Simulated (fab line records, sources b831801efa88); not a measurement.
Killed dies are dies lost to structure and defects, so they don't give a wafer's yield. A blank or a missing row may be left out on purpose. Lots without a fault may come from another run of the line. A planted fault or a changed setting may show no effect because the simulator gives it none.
Tool commonality check | flow sky130 | 13 lots, 39 wafers sampled

WHY IT WAS OPENED
At SKY_SONOS_ONO_THK_MEAS_03 the reading SONOS_ONO_CVD_02_THK is flagged on 1 of 13 lots. Wafers without a fault read 10.53 nm, standard deviation 0.12.
Rule: a lot is flagged when every wafer of it that has a number lies more than 4 standard deviations from that mean, or none has a number. The other lots count as sound.

lot  | measured     | on            | SONOS_ONO_CVD_02_THK (nm), wafer by wafer | flag
L433 | day 9 13:25  | film_metro-03 | 10.57 10.54 10.52                         |
L434 | day 9 21:01  | film_metro-03 | 10.58 10.45 10.42                         |
L435 | day 10 05:12 | film_metro-01 | 10.60 10.66 10.52                         |
L436 | day 10 12:09 | film_metro-03 | 10.63 10.58 10.51                         |
L437 | day 10 12:10 | film_metro-04 | 10.62 10.53 10.43                         |
L440 | day 11 10:25 | film_metro-03 | 10.46 10.36 10.41                         |
L441 | day 11 18:24 | film_metro-04 | 11.37 11.55 11.41                         | FLAGGED
L453 | day 22 19:39 | film_metro-03 | 10.56 10.64 10.52                         |
L451 | day 22 20:42 | film_metro-01 | 10.47 10.53 10.47                         |
L452 | day 22 20:42 | film_metro-04 | 10.60 10.53 10.73                         |
L454 | day 22 21:45 | film_metro-03 | 10.42 10.29 10.52                         |
L455 | day 22 21:45 | film_metro-01 | 10.43 10.33 10.30                         |
L456 | day 22 21:45 | film_metro-04 | 10.56 10.51 10.57                         |
The numbers of the flagged lots are 11.44 nm on average: +0.91 nm against the usual, or +8 standard deviations.

WHICH TOOL RAN EACH LOT
The record holds 1 process step before the reading, out of a route of 708 steps. In each cell: the tool, then ch and the chambers that the sampled wafers went through, then the start.
lot  | flag    | SKY_SONOS_ONO_CVD_02
L433 |         | lpcvd-02 ch 1, day 9 12:22
L434 |         | lpcvd-02 ch 1, day 9 19:58
L435 |         | lpcvd-02 ch 0, day 10 04:09
L436 |         | lpcvd-02 ch 0, day 10 11:06
L437 |         | lpcvd-02 ch 1, day 10 11:06
L440 |         | lpcvd-02 ch 1, day 11 09:22
L441 | FLAGGED | lpcvd-02 ch 1, day 11 17:20
L453 |         | lpcvd-02 ch 0, day 22 18:35
L451 |         | lpcvd-02 ch 0, day 22 19:38
L452 |         | lpcvd-02 ch 0, day 22 19:38
L454 |         | lpcvd-02 ch 1, day 22 20:41
L455 |         | lpcvd-02 ch 0, day 22 20:41
L456 |         | lpcvd-02 ch 0, day 22 20:41
What these steps do:
- SKY_SONOS_ONO_CVD_02: deposits Si3N4 from DCS/NH3, target thk 10.5 nm, time 180 s.
- SKY_SONOS_ONO_THK_MEAS_03

FLAGGED OVER TOTAL, TOOL BY TOOL (the gauges that took the reading come last)
step                      | tool          | lots run | flagged | share of the flagged lots | sound lots run after its first flagged lot
SKY_SONOS_ONO_CVD_02      | lpcvd-02      | 13       | 1       | all                       | 6 (L453,L451,L452,L454,L455,L456)
SKY_SONOS_ONO_THK_MEAS_03 | film_metro-01 | 3        | 0       | none                      | -
SKY_SONOS_ONO_THK_MEAS_03 | film_metro-03 | 6        | 0       | none                      | -
SKY_SONOS_ONO_THK_MEAS_03 | film_metro-04 | 4        | 1       | all                       | 2 (L452,L456)

WHAT THE TABLE ALLOWS
2 rows of the table ran every flagged lot: lpcvd-02 at SKY_SONOS_ONO_CVD_02, film_metro-04 at SKY_SONOS_ONO_THK_MEAS_03.
- lpcvd-02 at SKY_SONOS_ONO_CVD_02: 1 of its 13 lots flagged. Sound lots ran on it after the first flagged one (L453, L451, L452, L454, L455, L456), which a lasting fault on the whole tool wouldn't allow.
- film_metro-04 at SKY_SONOS_ONO_THK_MEAS_03: 1 of its 4 lots flagged. Sound lots ran on it after the first flagged one (L452, L456), which a lasting fault on the whole tool wouldn't allow.
No row of the table ran every flagged lot and no sound lot after the first.

WHAT THE SIMULATOR HAD PUT IN
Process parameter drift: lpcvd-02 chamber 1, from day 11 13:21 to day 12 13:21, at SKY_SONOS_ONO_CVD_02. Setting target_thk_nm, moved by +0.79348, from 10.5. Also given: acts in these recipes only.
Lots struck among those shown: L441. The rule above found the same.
